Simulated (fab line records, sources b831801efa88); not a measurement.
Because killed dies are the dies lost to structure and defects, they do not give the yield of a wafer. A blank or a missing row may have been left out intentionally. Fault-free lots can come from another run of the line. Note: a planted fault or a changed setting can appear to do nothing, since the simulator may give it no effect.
A struck lot beside a sound one | flow sky130 | 15 steps out of a route of 708
Sound: the wafers L824.2, L824.4, L824.6. Wafers L829.1, L829.3, L829.6 were the ones struck. The cause comes at the end.
Each step with rows lists, per side, the tool, then ch with its chambers, then its first start. Under that, the readings that differ: sound wafers | struck wafers | difference of the means | sigmas: that difference in standard deviations of wafers without a fault.
alike: same words and numbers on both sides, and readings whose means sit less than 2 such deviations apart. not compared: any withheld reading, any reading some wafer has no value for, any bound like >300 that may hide the same value, and any number with overlapping values for which the record gives no deviation.
A row with sigmas, a row that says differs or no value, or rows on one side alone: a step with any of these is where the two part. Numbers that don't overlap but have no deviation are shown without sigmas and don't part them. Lack of a reading on every wafer of one side parts them only where that side has two or more wafers.

SKY_CAP2M_SPUTTER_02: material TiN, target thk 200 nm, time 166.7 s.
  sound: pvd_sputter-01 at day 39 22:14; struck: pvd_sputter-01 at day 41 21:34
  alike: substrate_temp_c, throttle_valve_pct
SKY_CAP2M_RS_MEAS_03: measurement is done with a four-point probe.
  sound: film_metro-01 at day 39 22:22; struck: film_metro-02 at day 41 21:40
  alike: CAP2M_TIN_RS
SKY_CAP2M_THK_MEAS_04: measures by xrf.
  sound: film_metro-01 at day 39 22:29; struck: film_metro-02 at day 41 21:47
  alike: CAP2M_TIN_THK
then, 7 steps without rows for these wafers: SKY_CAP2M_DEHYDRATE_05 (time 60 s); SKY_CAP2M_HMDS_06 (prime time 60 s); SKY_CAP2M_COAT_07 (resist thk 1140 nm); SKY_CAP2M_SOFTBAKE_08 (time 60 s); SKY_CAP2M_EXPOSE_09 (exposes mask CAP2M, target cd 1000 nm); SKY_CAP2M_PEB_10; SKY_CAP2M_DEVELOP_11 (develop time 60 s).
SKY_CAP2M_OVL_MEAS_12:
  sound: overlay-01 at day 40 21:59; struck: overlay-02 at day 42 20:38
  alike: CAP2M_OVL
SKY_CAP2M_METAL_ETCH_13: etches TiN in Cl2/BCl3, stops on SiO2, target depth 220 nm, time 62.9 s.
  sound on rie_metal-03 ch 0,1, day 40 22:01; struck on rie_metal-02 ch 0, day 42 20:40
  reading            | sound       | struck      | difference | sigmas
  rf_fwd_power_W (W) | 890 893 888 | 897 900 899 | +8         | +2
  alike: drypump_motor_current_A, oes_product_au, throttle_valve_pct
  not compared: rf_hours_counter_h
SKY_CAP2M_STRIP_14: strips in O2/N2.
  sound on plasma_asher-04 ch 0,1, day 40 22:05; struck on plasma_asher-01 ch 0,1, day 42 20:45
  no value came back on the struck wafers for chamber_pressure_mTorr (mTorr), drypump_motor_current_A (A), oes_product_au (a.u.), strip_time_to_endpoint_s (s); on the sound wafers chamber_pressure_mTorr (mTorr) reads 1499.3 1498.5 1498.1
  reading                                    | sound | struck           | difference | sigmas
  model.NOVOLAK_of_CAP2M_COAT_07.thk_nm (nm) | 0 0 0 | 995.8 1000 996.7 | +997.5     |
  not compared: rf_hours_counter_h
then, 1 step without rows for these wafers: SKY_CAP2M_STRIP_15 (strips in post etch residue remover, time 1200 s).
-- the record jumps here: 5 days lie between the struck wafers' starts before and after (it left off in module CAP2M and takes up again in module PAD_OPEN, whose first step shown is number 708 of the route) --
SKY_PAD_OPEN_PROBE_99:
  sound: prober-01 at day 45 22:27; struck: prober-02 at day 47 13:02
  reading                  | sound          | struck                                                               | difference                   | sigmas
  hold                     | - - -          | await_dispo/6.6h/scrap await_dispo/6.6h/scrap await_dispo/6.6h/scrap | no value on the sound wafers |
  defect_limited_yield (%) | 82.1 81.1 82.1 | 0.4 0.6 0.4                                                          | -81.3                        | -45
  killed_at_M0_to_M3       | 40 50 43       | 4 10 10                                                              | -36                          | -6
  killed_at_contacts       | 23 25 27       | 5 2 3                                                                | -22                          | -5
  killed_at_front_end      | 23 15 16       | 6 4 4                                                                | -13                          | -3
  killed_at_other          | 1 1 0          | 475 473 472                                                          | +473                         | +99 or more
  killed_dies              | 88 93 88       | 490 489 490                                                          | +400                         | +47
  killed_on_rim            | 20 13 15       | 96 96 96                                                             | +80                          | +20
  killed_open              | 47 48 50       | 8 9 7                                                                | -40                          | -6
  killed_short             | 41 45 38       | 7 7 11                                                               | -33                          | -5
  sort_bin_3_pad_short (%) | 1.2 0.6 0.4    | 25.4 22.6 24.0                                                       | +23.3                        | +61
  sort_bin_5_function (%)  | 9.8 12.0 10.4  | 70.9 73.4 72.4                                                       | +61.5                        | +47
  sort_bin_6_memory (%)    | 6.9 6.3 7.1    | 3.3 3.5 3.3                                                          | -3.4                         | -3
  sort_n_pass              | 404 399 404    | 2 3 2                                                                | -400                         | -47
  sort_yield_pct (%)       | 82.1 81.1 82.1 | 0.4 0.6 0.4                                                          | -81.3                        | -45
  alike: killed_at_M4_up

## WHERE THEY PART
Last at SKY_PAD_OPEN_PROBE_99 as far as this record goes, first at SKY_CAP2M_METAL_ETCH_13.

WHY: what had been put in by the simulator
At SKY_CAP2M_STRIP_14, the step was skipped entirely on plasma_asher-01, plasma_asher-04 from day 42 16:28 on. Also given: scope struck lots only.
